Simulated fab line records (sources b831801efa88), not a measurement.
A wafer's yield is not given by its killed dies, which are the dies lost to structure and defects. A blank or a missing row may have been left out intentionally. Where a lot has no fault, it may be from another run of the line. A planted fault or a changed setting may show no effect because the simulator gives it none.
Matching of chambers    flow gf180mcu    GF_PASSIVATION_CVD_02 on pecvd-02: 3 sister chambers
The step deposits Si3N4, target thk 700 nm, time 486.18 s. 6 wafers are shown with their chamber, then 8 later ones without.

== WAFERS, EACH WITH ITS CHAMBER ==
wafer   chamber  heater power w (W)  susceptor temp C (C)
L459.1  0        757                 399.61
L459.2  1        726                 399.76
L464.1  2        770                 400.05
L464.3  0        769                 399.67
L464.4  1        739                 400.25
L470.2  2        665                 399.90

== WAFERS WHOSE CHAMBER IS MISSING ==
wafer   heater power w (W)  susceptor temp C (C)
L470.4  704                 399.78
L470.6  771                 399.97
L473.2  755                 399.82
L473.3  689                 400.04
L473.6  750                 400.11
L475.2  667                 400.24
L475.3  745                 400.04
L475.5  732                 399.96

== WHICH CHAMBER EACH WENT THROUGH ==
wafer   from the rows above           in truth
L470.4  can't be placed: 2 or 1 or 0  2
L470.6  can't be placed: 1 or 2 or 0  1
L473.2  can't be placed: 0 or 1 or 2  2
L473.3  can't be placed: 2 or 1 or 0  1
L473.6  can't be placed: 1 or 2 or 0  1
L475.2  can't be placed: 2 or 1 or 0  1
L475.3  can't be placed: 1 or 2 or 0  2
L475.5  can't be placed: 1 or 2 or 0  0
Correct placement for 0 of the 8. From these rows, 8 cannot be placed; in 8 the true chamber is one of the candidates. 0 placed wrongly.
How it was worked out, from the rows above alone: a wafer's distance from a chamber is the root of the sum, over the readings, of the square of ((its reading less the chamber's mean) divided by the reading's scatter). The wafer belongs to the nearest chamber; if the next one is less than 2 further off, it can't be placed. A chamber's mean is the mean of its shown wafers. The scatter: take each reading less its chamber's mean, square it, sum over the shown wafers, divide by the number of wafers less the number of chambers, and take the root.
